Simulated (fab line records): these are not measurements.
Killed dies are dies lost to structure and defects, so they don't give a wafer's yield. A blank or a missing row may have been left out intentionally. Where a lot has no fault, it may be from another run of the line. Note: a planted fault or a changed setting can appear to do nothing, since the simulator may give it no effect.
fab line records || flow sky130
[record] {"lots": 7, "wafers": 21, "last_day": 50}
route steps=708 shown VT_ADJUST_HVTP@91 VT_ADJUST_LVTN@97
lots untouched by any fault: they come from a run of this same line in which no faults occurred
start_h: the number of hours between the record's first day and the start of the first shown wafer of the lot || wait_h: hours elapsed since this lot's preceding step || " same as the row above || L1.1+2: a single row standing in for several wafers || - either no value or no given start || * or withheld: withheld || < > ~ a bound
route shown NAME@n: a module of which the file shows steps, and the number in the route of the first || usual: mean/standard deviation taken from wafers without a fault || same: alike in all rows || chamber/n: place in a boat || sites: each site's reading || _std_site: the standard deviation of these || _edge_site: mean of outer sites minus mean of inner sites || radius_mm: for every site, how far away it sits from the centre of the wafer || mask NAME#n: copy n || behind: tool/chamber where the wafer was last shaped || hold: what put the lot on hold/how long, in hours/how the hold closed || device: the transistor (n, p or np) that didn't switch || end of line: tests of these same wafers at the route's end || for a step that has no rows: nothing shown but its recipe || killed: dies that structure and defects cost at the first sort, which is not the same as the wafer's yield || map: dies across one wafer; x = killed, . = not, _ = none there
set.NAME: the setting as run; set.NAME@STEP: as run at that earlier step || model.NAME: the simulator's own value behind a step, which no gauge read
lots seen at some steps along the route; tables by step, rows by wafer
services: from which hour (start_h, from the record's first day; less than 0 if before it) a tool's chamber was out of use, for how many hours, and why
[[steps]]
[step SKY_VT_ADJUST_HVTP_DEVELOP_06]
[recipe] {"resist": "NOVOLAK", "developer": "TMAH", "develop_time_s": 60, "dev_temp_c": 23}
[step SKY_VT_ADJUST_HVTP_CD_MEAS_07]
[recipe] {"target_cd_nm": 380}
[usual] {"cd_nm": "380.5/2.5"}
{"lot.wafer": "L960.2", "tool": "cd_sem-02", "chamber": "-", "start_h": 167.20, "wait_h": 0.1, "cd_nm": 375.3}
{"lot.wafer": "L960.5", "tool": "cd_sem-02", "chamber": "-", "start_h": 167.20, "wait_h": 0.1, "cd_nm": 377.3}
{"lot.wafer": "L960.6", "tool": "cd_sem-02", "chamber": "-", "start_h": 167.20, "wait_h": 0.1, "cd_nm": 377.8}
{"lot.wafer": "L962.1", "tool": "cd_sem-02", "chamber": "-", "start_h": 180.08, "wait_h": 0.1, "cd_nm": 383.5}
{"lot.wafer": "L962.2", "tool": "cd_sem-02", "chamber": "-", "start_h": 180.08, "wait_h": 0.1, "cd_nm": 382.3}
{"lot.wafer": "L962.5", "tool": "cd_sem-02", "chamber": "-", "start_h": 180.08, "wait_h": 0.1, "cd_nm": 382.4}
{"lot.wafer": "L970.1", "tool": "cd_sem-02", "chamber": "-", "start_h": 232.63, "wait_h": 0.1, "cd_nm": 382.5}
{"lot.wafer": "L970.2", "tool": "cd_sem-02", "chamber": "-", "start_h": 232.63, "wait_h": 0.1, "cd_nm": 381.5}
{"lot.wafer": "L970.5", "tool": "cd_sem-02", "chamber": "-", "start_h": 232.63, "wait_h": 0.1, "cd_nm": 383.4}
{"lot.wafer": "L969.3", "tool": "cd_sem-02", "chamber": "-", "start_h": 233.35, "wait_h": 0.1, "cd_nm": 383.2}
{"lot.wafer": "L969.4", "tool": "cd_sem-02", "chamber": "-", "start_h": 233.35, "wait_h": 0.1, "cd_nm": 380.9}
{"lot.wafer": "L969.6", "tool": "cd_sem-02", "chamber": "-", "start_h": 233.35, "wait_h": 0.1, "cd_nm": 383.7}
{"lot.wafer": "L971.1", "tool": "cd_sem-02", "chamber": "-", "start_h": 239.84, "wait_h": 0.2, "cd_nm": 381.2}
{"lot.wafer": "L971.5", "tool": "cd_sem-02", "chamber": "-", "start_h": 239.84, "wait_h": 0.2, "cd_nm": 383.1}
{"lot.wafer": "L971.6", "tool": "cd_sem-02", "chamber": "-", "start_h": 239.84, "wait_h": 0.2, "cd_nm": 384.1}
{"lot.wafer": "L972.3", "tool": "cd_sem-01", "chamber": "-", "start_h": 243.92, "wait_h": 0.1, "cd_nm": 381.5}
{"lot.wafer": "L972.4", "tool": "cd_sem-01", "chamber": "-", "start_h": 243.92, "wait_h": 0.1, "cd_nm": 380.7}
{"lot.wafer": "L972.5", "tool": "cd_sem-01", "chamber": "-", "start_h": 243.92, "wait_h": 0.1, "cd_nm": 378.3}
{"lot.wafer": "L975.1", "tool": "cd_sem-01", "chamber": "-", "start_h": 258.19, "wait_h": 0.2, "cd_nm": 377.9}
{"lot.wafer": "L975.2", "tool": "cd_sem-01", "chamber": "-", "start_h": 258.19, "wait_h": 0.2, "cd_nm": 376.5}
{"lot.wafer": "L975.5", "tool": "cd_sem-01", "chamber": "-", "start_h": 258.19, "wait_h": 0.2, "cd_nm": 377.3}
[step SKY_VT_ADJUST_HVTP_OVL_MEAS_08]
[usual] {"VT_ADJUST_HVTP_OVL": "-0.3/1.3"}
{"lot.wafer": "L960.2", "tool": "overlay-02", "chamber": "-", "start_h": 167.31, "wait_h": 0.1, "VT_ADJUST_HVTP_OVL[nm]": -1.4}
{"lot.wafer": "L960.5", "tool": "overlay-02", "chamber": "-", "start_h": 167.31, "wait_h": 0.1, "VT_ADJUST_HVTP_OVL[nm]": 0.2}
{"lot.wafer": "L960.6", "tool": "overlay-02", "chamber": "-", "start_h": 167.31, "wait_h": 0.1, "VT_ADJUST_HVTP_OVL[nm]": 0.6}
{"lot.wafer": "L962.1", "tool": "overlay-02", "chamber": "-", "start_h": 180.20, "wait_h": 0.1, "VT_ADJUST_HVTP_OVL[nm]": 0.0}
{"lot.wafer": "L962.2", "tool": "overlay-02", "chamber": "-", "start_h": 180.20, "wait_h": 0.1, "VT_ADJUST_HVTP_OVL[nm]": 1.5}
{"lot.wafer": "L962.5", "tool": "overlay-02", "chamber": "-", "start_h": 180.20, "wait_h": 0.1, "VT_ADJUST_HVTP_OVL[nm]": 0.0}
{"lot.wafer": "L970.1", "tool": "overlay-02", "chamber": "-", "start_h": 232.75, "wait_h": 0.1, "VT_ADJUST_HVTP_OVL[nm]": 1.2}
{"lot.wafer": "L970.2", "tool": "overlay-02", "chamber": "-", "start_h": 232.75, "wait_h": 0.1, "VT_ADJUST_HVTP_OVL[nm]": -0.2}
{"lot.wafer": "L970.5", "tool": "overlay-02", "chamber": "-", "start_h": 232.75, "wait_h": 0.1, "VT_ADJUST_HVTP_OVL[nm]": -0.3}
{"lot.wafer": "L969.3", "tool": "overlay-01", "chamber": "-", "start_h": 233.44, "wait_h": 0.1, "VT_ADJUST_HVTP_OVL[nm]": -2.0}
{"lot.wafer": "L969.4", "tool": "overlay-01", "chamber": "-", "start_h": 233.44, "wait_h": 0.1, "VT_ADJUST_HVTP_OVL[nm]": -2.9}
{"lot.wafer": "L969.6", "tool": "overlay-01", "chamber": "-", "start_h": 233.44, "wait_h": 0.1, "VT_ADJUST_HVTP_OVL[nm]": -0.2}
{"lot.wafer": "L971.1", "tool": "overlay-01", "chamber": "-", "start_h": 239.96, "wait_h": 0.1, "VT_ADJUST_HVTP_OVL[nm]": 0.0}
{"lot.wafer": "L971.5", "tool": "overlay-01", "chamber": "-", "start_h": 239.96, "wait_h": 0.1, "VT_ADJUST_HVTP_OVL[nm]": -1.8}
{"lot.wafer": "L971.6", "tool": "overlay-01", "chamber": "-", "start_h": 239.96, "wait_h": 0.1, "VT_ADJUST_HVTP_OVL[nm]": -1.0}
{"lot.wafer": "L972.3", "tool": "overlay-01", "chamber": "-", "start_h": 244.01, "wait_h": 0.1, "VT_ADJUST_HVTP_OVL[nm]": -0.3}
{"lot.wafer": "L972.4", "tool": "overlay-01", "chamber": "-", "start_h": 244.01, "wait_h": 0.1, "VT_ADJUST_HVTP_OVL[nm]": 0.4}
{"lot.wafer": "L972.5", "tool": "overlay-01", "chamber": "-", "start_h": 244.01, "wait_h": 0.1, "VT_ADJUST_HVTP_OVL[nm]": 0.8}
{"lot.wafer": "L975.1", "tool": "overlay-01", "chamber": "-", "start_h": 258.31, "wait_h": 0.1, "VT_ADJUST_HVTP_OVL[nm]": -1.1}
{"lot.wafer": "L975.2", "tool": "overlay-01", "chamber": "-", "start_h": 258.31, "wait_h": 0.1, "VT_ADJUST_HVTP_OVL[nm]": -0.8}
{"lot.wafer": "L975.5", "tool": "overlay-01", "chamber": "-", "start_h": 258.31, "wait_h": 0.1, "VT_ADJUST_HVTP_OVL[nm]": -0.6}
[step SKY_VT_ADJUST_HVTP_IMPLANT_09]
[recipe] {"species": "As", "energy_kev": 150, "dose_cm2": 4.3e+12, "tilt_deg": "withheld"}
[step SKY_VT_ADJUST_HVTP_STRIP_10]
[recipe] {"chemistry": "O2/N2", "power_w": 1400, "pressure_mtorr": 1500, "platen_temp_c": "withheld", "o2_flow_sccm": 3000, "n2_flow_sccm": 300, "overash_fraction": 0.5}
[usual] {"drypump_motor_current_A": "5.63/0.26", "oes_product_au": "0.716/0.0046", "strip_time_to_endpoint_s": "14.17/0.039"}
{"lot.wafer": "L960.2", "tool": "plasma_asher-04", "chamber": 1, "start_h": 167.49, "wait_h": 0.1, "drypump_motor_current_A": 5.98, "oes_product_au": 0.715, "rf_hours_counter_h": 52, "strip_time_to_endpoint_s": 14.18}
{"lot.wafer": "L960.5", "tool": "plasma_asher-04", "chamber": 0, "start_h": 167.49, "wait_h": 0.1, "drypump_motor_current_A": 5.66, "oes_product_au": 0.707, "rf_hours_counter_h": "-", "strip_time_to_endpoint_s": 14.20}
{"lot.wafer": "L960.6", "tool": "plasma_asher-04", "chamber": 1, "start_h": 167.49, "wait_h": 0.1, "drypump_motor_current_A": 5.95, "oes_product_au": 0.713, "rf_hours_counter_h": "-", "strip_time_to_endpoint_s": 14.17}
{"lot.wafer": "L962.1", "tool": "plasma_asher-02", "chamber": 0, "start_h": 180.39, "wait_h": 0.1, "drypump_motor_current_A": 5.79, "oes_product_au": 0.716, "rf_hours_counter_h": 48, "strip_time_to_endpoint_s": 14.18}
{"lot.wafer": "L962.2", "tool": "plasma_asher-02", "chamber": 1, "start_h": 180.39, "wait_h": 0.1, "drypump_motor_current_A": 5.24, "oes_product_au": 0.722, "rf_hours_counter_h": 48, "strip_time_to_endpoint_s": 14.22}
{"lot.wafer": "L962.5", "tool": "plasma_asher-02", "chamber": 1, "start_h": 180.39, "wait_h": 0.1, "drypump_motor_current_A": 5.23, "oes_product_au": 0.714, "rf_hours_counter_h": "-", "strip_time_to_endpoint_s": 14.20}
{"lot.wafer": "L970.1", "tool": "plasma_asher-02", "chamber": 1, "start_h": 232.94, "wait_h": 0.1, "drypump_motor_current_A": 5.24, "oes_product_au": 0.714, "rf_hours_counter_h": 52, "strip_time_to_endpoint_s": 14.18}
{"lot.wafer": "L970.2", "tool": "plasma_asher-02", "chamber": 0, "start_h": 232.94, "wait_h": 0.1, "drypump_motor_current_A": 5.79, "oes_product_au": 0.717, "rf_hours_counter_h": 52, "strip_time_to_endpoint_s": 14.12}
{"lot.wafer": "L970.5", "tool": "plasma_asher-02", "chamber": 1, "start_h": 232.94, "wait_h": 0.1, "drypump_motor_current_A": 5.27, "oes_product_au": 0.715, "rf_hours_counter_h": "-", "strip_time_to_endpoint_s": 14.09}
{"lot.wafer": "L969.3", "tool": "plasma_asher-03", "chamber": 0, "start_h": 233.65, "wait_h": 0.1, "drypump_motor_current_A": 5.28, "oes_product_au": 0.712, "rf_hours_counter_h": "-", "strip_time_to_endpoint_s": 14.14}
{"lot.wafer": "L969.4", "tool": "plasma_asher-03", "chamber": 1, "start_h": 233.65, "wait_h": 0.1, "drypump_motor_current_A": 5.77, "oes_product_au": 0.721, "rf_hours_counter_h": "-", "strip_time_to_endpoint_s": 14.17}
{"lot.wafer": "L969.6", "tool": "plasma_asher-03", "chamber": 0, "start_h": 233.65, "wait_h": 0.1, "drypump_motor_current_A": 5.29, "oes_product_au": 0.717, "rf_hours_counter_h": "-", "strip_time_to_endpoint_s": 14.13}
{"lot.wafer": "L971.1", "tool": "plasma_asher-02", "chamber": 1, "start_h": 240.14, "wait_h": 0.1, "drypump_motor_current_A": 5.20, "oes_product_au": 0.717, "rf_hours_counter_h": 53, "strip_time_to_endpoint_s": 14.14}
{"lot.wafer": "L971.5", "tool": "plasma_asher-02", "chamber": 1, "start_h": 240.14, "wait_h": 0.1, "drypump_motor_current_A": 5.24, "oes_product_au": 0.711, "rf_hours_counter_h": "-", "strip_time_to_endpoint_s": 14.17}
{"lot.wafer": "L971.6", "tool": "plasma_asher-02", "chamber": 0, "start_h": 240.14, "wait_h": 0.1, "drypump_motor_current_A": 5.74, "oes_product_au": 0.720, "rf_hours_counter_h": "-", "strip_time_to_endpoint_s": 14.16}
{"lot.wafer": "L972.3", "tool": "plasma_asher-04", "chamber": 0, "start_h": 244.22, "wait_h": 0.1, "drypump_motor_current_A": 5.66, "oes_product_au": 0.718, "rf_hours_counter_h": "-", "strip_time_to_endpoint_s": 14.24}
{"lot.wafer": "L972.4", "tool": "plasma_asher-04", "chamber": 1, "start_h": 244.22, "wait_h": 0.1, "drypump_motor_current_A": 5.97, "oes_product_au": 0.714, "rf_hours_counter_h": "-", "strip_time_to_endpoint_s": 14.16}
{"lot.wafer": "L972.5", "tool": "plasma_asher-04", "chamber": 0, "start_h": 244.22, "wait_h": 0.1, "drypump_motor_current_A": 5.66, "oes_product_au": 0.721, "rf_hours_counter_h": "-", "strip_time_to_endpoint_s": 14.20}
{"lot.wafer": "L975.1", "tool": "plasma_asher-03", "chamber": 1, "start_h": 258.49, "wait_h": 0.1, "drypump_motor_current_A": 5.80, "oes_product_au": 0.717, "rf_hours_counter_h": 42, "strip_time_to_endpoint_s": 14.20}
{"lot.wafer": "L975.2", "tool": "plasma_asher-03", "chamber": 0, "start_h": 258.49, "wait_h": 0.1, "drypump_motor_current_A": 5.28, "oes_product_au": 0.724, "rf_hours_counter_h": 42, "strip_time_to_endpoint_s": 14.21}
{"lot.wafer": "L975.5", "tool": "plasma_asher-03", "chamber": 0, "start_h": 258.49, "wait_h": 0.1, "drypump_motor_current_A": 5.27, "oes_product_au": 0.710, "rf_hours_counter_h": "-", "strip_time_to_endpoint_s": 14.23}
[step SKY_VT_ADJUST_HVTP_TW_MEAS_11]
[usual] {"VT_ADJUST_HVTP_TW": "1357/12"}
{"lot.wafer": "L960.2", "tool": "film_metro-04", "chamber": "-", "start_h": 167.60, "wait_h": 0.1, "VT_ADJUST_HVTP_TW": 1342}
{"lot.wafer": "L960.5", "tool": "film_metro-04", "chamber": "-", "start_h": 167.60, "wait_h": 0.1, "VT_ADJUST_HVTP_TW": 1344}
{"lot.wafer": "L960.6", "tool": "film_metro-04", "chamber": "-", "start_h": 167.60, "wait_h": 0.1, "VT_ADJUST_HVTP_TW": 1344}
{"lot.wafer": "L962.1", "tool": "film_metro-03", "chamber": "-", "start_h": 180.49, "wait_h": 0.1, "VT_ADJUST_HVTP_TW": 1352}
{"lot.wafer": "L962.2", "tool": "film_metro-03", "chamber": "-", "start_h": 180.49, "wait_h": 0.1, "VT_ADJUST_HVTP_TW": 1353}
{"lot.wafer": "L962.5", "tool": "film_metro-03", "chamber": "-", "start_h": 180.49, "wait_h": 0.1, "VT_ADJUST_HVTP_TW": 1354}
{"lot.wafer": "L970.1", "tool": "film_metro-03", "chamber": "-", "start_h": 233.04, "wait_h": 0.1, "VT_ADJUST_HVTP_TW": 1360}
{"lot.wafer": "L970.2", "tool": "film_metro-03", "chamber": "-", "start_h": 233.04, "wait_h": 0.1, "VT_ADJUST_HVTP_TW": 1360}
{"lot.wafer": "L970.5", "tool": "film_metro-03", "chamber": "-", "start_h": 233.04, "wait_h": 0.1, "VT_ADJUST_HVTP_TW": 1355}
{"lot.wafer": "L969.3", "tool": "film_metro-04", "chamber": "-", "start_h": 233.74, "wait_h": 0.1, "VT_ADJUST_HVTP_TW": 1332}
{"lot.wafer": "L969.4", "tool": "film_metro-04", "chamber": "-", "start_h": 233.74, "wait_h": 0.1, "VT_ADJUST_HVTP_TW": 1334}
{"lot.wafer": "L969.6", "tool": "film_metro-04", "chamber": "-", "start_h": 233.74, "wait_h": 0.1, "VT_ADJUST_HVTP_TW": 1339}
{"lot.wafer": "L971.1", "tool": "film_metro-01", "chamber": "-", "start_h": 240.24, "wait_h": 0.1, "VT_ADJUST_HVTP_TW": 1356}
{"lot.wafer": "L971.5", "tool": "film_metro-01", "chamber": "-", "start_h": 240.24, "wait_h": 0.1, "VT_ADJUST_HVTP_TW": 1367}
{"lot.wafer": "L971.6", "tool": "film_metro-01", "chamber": "-", "start_h": 240.24, "wait_h": 0.1, "VT_ADJUST_HVTP_TW": 1360}
{"lot.wafer": "L972.3", "tool": "film_metro-01", "chamber": "-", "start_h": 244.31, "wait_h": 0.1, "VT_ADJUST_HVTP_TW": 1360}
{"lot.wafer": "L972.4", "tool": "film_metro-01", "chamber": "-", "start_h": 244.31, "wait_h": 0.1, "VT_ADJUST_HVTP_TW": 1364}
{"lot.wafer": "L972.5", "tool": "film_metro-01", "chamber": "-", "start_h": 244.31, "wait_h": 0.1, "VT_ADJUST_HVTP_TW": 1362}
{"lot.wafer": "L975.1", "tool": "film_metro-01", "chamber": "-", "start_h": 258.59, "wait_h": 0.1, "VT_ADJUST_HVTP_TW": 1366}
{"lot.wafer": "L975.2", "tool": "film_metro-01", "chamber": "-", "start_h": 258.59, "wait_h": 0.1, "VT_ADJUST_HVTP_TW": 1356}
{"lot.wafer": "L975.5", "tool": "film_metro-01", "chamber": "-", "start_h": 258.59, "wait_h": 0.1, "VT_ADJUST_HVTP_TW": 1362}
[step SKY_VT_ADJUST_LVTN_DEHYDRATE_00]
[recipe] {"temp_c": 202, "time_s": 60}
[step SKY_VT_ADJUST_LVTN_HMDS_01]
[recipe] {"prime_time_s": 60, "prime_temp_c": 120}
[step SKY_VT_ADJUST_LVTN_COAT_02]
[recipe] {"spin_rpm": 2000, "resist_thk_nm": 3000}
[step SKY_VT_ADJUST_LVTN_SOFTBAKE_03]
[recipe] {"temp_c": 110, "time_s": "withheld"}
[step SKY_VT_ADJUST_LVTN_EXPOSE_04]
[recipe] {"mask_id": "NWM_COMPLEMENT_LESS_NATIVE", "na": 0.6, "source_shape": "conventional", "sigma_outer": 0.6, "polarization": "unpolarized", "target_cd_nm": 840, "dose_mj": 194}
[step SKY_VT_ADJUST_LVTN_PEB_05]
[recipe] {"temp_c": 115, "time_s": "withheld"}
[step SKY_VT_ADJUST_LVTN_DEVELOP_06]
[recipe] {"wall_angle_deg": 90, "developer": "TMAH", "develop_time_s": 60, "dev_temp_c": 23}
[usual] {"chill_plate_temp_C": "22.98/0.11", "develop_time_s": "60/0", "exhaust_pa": "45.1/0.94", "resist_line_temp_C": "23.00/0.11"}
{"lot.wafer": "L960.2", "tool": "litho_track-02", "chamber": 0, "start_h": 188, "wait_h": "-", "chill_plate_temp_C": 22.98, "develop_time_s": 60, "exhaust_pa": 45.2, "resist_line_temp_C": 23.03}
{"lot.wafer": "L960.5", "tool": "litho_track-02", "chamber": 0, "start_h": 188, "wait_h": "-", "chill_plate_temp_C": 23.13, "develop_time_s": 60, "exhaust_pa": 44.0, "resist_line_temp_C": 22.81}
{"lot.wafer": "L960.6", "tool": "litho_track-02", "chamber": 0, "start_h": 188, "wait_h": "-", "chill_plate_temp_C": 22.90, "develop_time_s": 60, "exhaust_pa": 43.4, "resist_line_temp_C": 22.82}
{"lot.wafer": "L962.1", "tool": "litho_track-04", "chamber": 0, "start_h": 201, "wait_h": "-", "chill_plate_temp_C": 22.97, "develop_time_s": 60, "exhaust_pa": 46.0, "resist_line_temp_C": 22.91}
{"lot.wafer": "L962.2", "tool": "litho_track-04", "chamber": 0, "start_h": 201, "wait_h": "-", "chill_plate_temp_C": 22.88, "develop_time_s": 60, "exhaust_pa": 46.2, "resist_line_temp_C": 22.88}
{"lot.wafer": "L962.5", "tool": "litho_track-04", "chamber": 0, "start_h": 201, "wait_h": "-", "chill_plate_temp_C": 23.04, "develop_time_s": 60, "exhaust_pa": 45.8, "resist_line_temp_C": 22.93}
{"lot.wafer": "L970.1", "tool": "litho_track-04", "chamber": "-", "start_h": 255, "wait_h": "-", "chill_plate_temp_C": "-", "develop_time_s": "-", "exhaust_pa": "-", "resist_line_temp_C": "-"}
{"lot.wafer": "L970.2", "tool": "litho_track-04", "chamber": "-", "start_h": 255, "wait_h": "-", "chill_plate_temp_C": "-", "develop_time_s": "-", "exhaust_pa": "-", "resist_line_temp_C": "-"}
{"lot.wafer": "L970.5", "tool": "litho_track-04", "chamber": "-", "start_h": 255, "wait_h": "-", "chill_plate_temp_C": "-", "develop_time_s": "-", "exhaust_pa": "-", "resist_line_temp_C": "-"}
{"lot.wafer": "L969.3", "tool": "litho_track-02", "chamber": "-", "start_h": 256, "wait_h": "-", "chill_plate_temp_C": "-", "develop_time_s": "-", "exhaust_pa": "-", "resist_line_temp_C": "-"}
{"lot.wafer": "L969.4", "tool": "litho_track-02", "chamber": "-", "start_h": 256, "wait_h": "-", "chill_plate_temp_C": "-", "develop_time_s": "-", "exhaust_pa": "-", "resist_line_temp_C": "-"}
{"lot.wafer": "L969.6", "tool": "litho_track-02", "chamber": "-", "start_h": 256, "wait_h": "-", "chill_plate_temp_C": "-", "develop_time_s": "-", "exhaust_pa": "-", "resist_line_temp_C": "-"}
{"lot.wafer": "L971.1", "tool": "litho_track-03", "chamber": "-", "start_h": 262, "wait_h": "-", "chill_plate_temp_C": "-", "develop_time_s": "-", "exhaust_pa": "-", "resist_line_temp_C": "-"}
{"lot.wafer": "L971.5", "tool": "litho_track-03", "chamber": "-", "start_h": 262, "wait_h": "-", "chill_plate_temp_C": "-", "develop_time_s": "-", "exhaust_pa": "-", "resist_line_temp_C": "-"}
{"lot.wafer": "L971.6", "tool": "litho_track-03", "chamber": "-", "start_h": 262, "wait_h": "-", "chill_plate_temp_C": "-", "develop_time_s": "-", "exhaust_pa": "-", "resist_line_temp_C": "-"}
{"lot.wafer": "L972.3", "tool": "litho_track-02", "chamber": 0, "start_h": 267, "wait_h": "-", "chill_plate_temp_C": 22.98, "develop_time_s": 60, "exhaust_pa": 45.4, "resist_line_temp_C": 23.15}
{"lot.wafer": "L972.4", "tool": "litho_track-02", "chamber": 0, "start_h": 267, "wait_h": "-", "chill_plate_temp_C": 23.02, "develop_time_s": 60, "exhaust_pa": 45.3, "resist_line_temp_C": 22.94}
{"lot.wafer": "L972.5", "tool": "litho_track-02", "chamber": 0, "start_h": 267, "wait_h": "-", "chill_plate_temp_C": 23.12, "develop_time_s": 60, "exhaust_pa": 44.5, "resist_line_temp_C": 23.09}
{"lot.wafer": "L975.1", "tool": "litho_track-03", "chamber": 0, "start_h": 282, "wait_h": "-", "chill_plate_temp_C": 22.93, "develop_time_s": 60, "exhaust_pa": 45.8, "resist_line_temp_C": 22.91}
{"lot.wafer": "L975.2", "tool": "litho_track-03", "chamber": 0, "start_h": 282, "wait_h": "-", "chill_plate_temp_C": 23.02, "develop_time_s": 60, "exhaust_pa": 43.8, "resist_line_temp_C": 23.03}
{"lot.wafer": "L975.5", "tool": "litho_track-03", "chamber": 0, "start_h": 282, "wait_h": "-", "chill_plate_temp_C": 23.01, "develop_time_s": 60, "exhaust_pa": 43.9, "resist_line_temp_C": 23.02}
[step SKY_VT_ADJUST_LVTN_OVL_MEAS_07]
[usual] {"VT_ADJUST_LVTN_OVL": "0.4/1.3"}
{"lot.wafer": "L960.2", "tool": "overlay-02", "chamber": "-", "start_h": 188.72, "wait_h": "-", "VT_ADJUST_LVTN_OVL[nm]": 0.1}
{"lot.wafer": "L960.5", "tool": "overlay-02", "chamber": "-", "start_h": 188.72, "wait_h": "-", "VT_ADJUST_LVTN_OVL[nm]": -1.3}
{"lot.wafer": "L960.6", "tool": "overlay-02", "chamber": "-", "start_h": 188.72, "wait_h": "-", "VT_ADJUST_LVTN_OVL[nm]": -0.2}
{"lot.wafer": "L962.1", "tool": "overlay-02", "chamber": "-", "start_h": 201.97, "wait_h": "-", "VT_ADJUST_LVTN_OVL[nm]": 0.7}
{"lot.wafer": "L962.2", "tool": "overlay-02", "chamber": "-", "start_h": 201.97, "wait_h": "-", "VT_ADJUST_LVTN_OVL[nm]": -0.9}
{"lot.wafer": "L962.5", "tool": "overlay-02", "chamber": "-", "start_h": 201.97, "wait_h": "-", "VT_ADJUST_LVTN_OVL[nm]": 0.2}
{"lot.wafer": "L970.1", "tool": "overlay-01", "chamber": "-", "start_h": 255.32, "wait_h": "-", "VT_ADJUST_LVTN_OVL[nm]": "-"}
{"lot.wafer": "L970.2", "tool": "overlay-01", "chamber": "-", "start_h": 255.32, "wait_h": "-", "VT_ADJUST_LVTN_OVL[nm]": "-"}
{"lot.wafer": "L970.5", "tool": "overlay-01", "chamber": "-", "start_h": 255.32, "wait_h": "-", "VT_ADJUST_LVTN_OVL[nm]": "-"}
{"lot.wafer": "L969.3", "tool": "overlay-02", "chamber": "-", "start_h": 256.62, "wait_h": "-", "VT_ADJUST_LVTN_OVL[nm]": "-"}
{"lot.wafer": "L969.4", "tool": "overlay-02", "chamber": "-", "start_h": 256.62, "wait_h": "-", "VT_ADJUST_LVTN_OVL[nm]": "-"}
{"lot.wafer": "L969.6", "tool": "overlay-02", "chamber": "-", "start_h": 256.62, "wait_h": "-", "VT_ADJUST_LVTN_OVL[nm]": "-"}
{"lot.wafer": "L971.1", "tool": "overlay-01", "chamber": "-", "start_h": 262.88, "wait_h": "-", "VT_ADJUST_LVTN_OVL[nm]": "-"}
{"lot.wafer": "L971.5", "tool": "overlay-01", "chamber": "-", "start_h": 262.88, "wait_h": "-", "VT_ADJUST_LVTN_OVL[nm]": "-"}
{"lot.wafer": "L971.6", "tool": "overlay-01", "chamber": "-", "start_h": 262.88, "wait_h": "-", "VT_ADJUST_LVTN_OVL[nm]": "-"}
{"lot.wafer": "L972.3", "tool": "overlay-02", "chamber": "-", "start_h": 267.32, "wait_h": "-", "VT_ADJUST_LVTN_OVL[nm]": 0.5}
{"lot.wafer": "L972.4", "tool": "overlay-02", "chamber": "-", "start_h": 267.32, "wait_h": "-", "VT_ADJUST_LVTN_OVL[nm]": 2.0}
{"lot.wafer": "L972.5", "tool": "overlay-02", "chamber": "-", "start_h": 267.32, "wait_h": "-", "VT_ADJUST_LVTN_OVL[nm]": 1.0}
{"lot.wafer": "L975.1", "tool": "overlay-02", "chamber": "-", "start_h": 282.98, "wait_h": "-", "VT_ADJUST_LVTN_OVL[nm]": 1.8}
{"lot.wafer": "L975.2", "tool": "overlay-02", "chamber": "-", "start_h": 282.98, "wait_h": "-", "VT_ADJUST_LVTN_OVL[nm]": 2.5}
{"lot.wafer": "L975.5", "tool": "overlay-02", "chamber": "-", "start_h": 282.98, "wait_h": "-", "VT_ADJUST_LVTN_OVL[nm]": 1.7}
[[services]]
{"tool": "plasma_asher-02", "chamber": "-", "start_h": 146.76, "hours": 0.5, "kind": "repair"}
{"tool": "plasma_asher-02", "chamber": "-", "start_h": 185.47, "hours": 13.6, "kind": "repair"}
{"tool": "plasma_asher-03", "chamber": "-", "start_h": 195.75, "hours": 4.3, "kind": "repair"}
[[key]]
[first_sign] {"step": "SKY_VT_ADJUST_LVTN_DEVELOP_06", "reading": "tool_record", "direction": "missing"}
effect none on later readings
met_at SKY_VT_ADJUST_LVTN_DEVELOP_06
struck_wafers L969.3,L969.4,L969.6,L970.1,L970.2,L970.5,L971.1,L971.5,L971.6
sort_left_out L969.3,L969.4,L969.6,L970.1,L970.2,L970.5,L971.1,L971.5,L971.6
tester_left_out L969,L970,L971
onset_between 201 255
[fault] {"kind": "skipped_step_whole", "tool": "litho_track-02,litho_track-03,litho_track-04", "chamber": "-", "onset_h": 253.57, "steps": "SKY_VT_ADJUST_LVTN_DEVELOP_06", "scope": "struck_lots_only"}
// tester_left_out: of these lots the tester's yield and bins aren't shown, on N5 and GAA mostly nor the transistor test; their killed dies are dies lost to structure and defects alone, not to doping, threshold or leakage, so they don't give the yield
// sort_left_out: the simulated sort isn't trusted on such a fault, so these wafers' sort isn't shown, and their yield isn't known
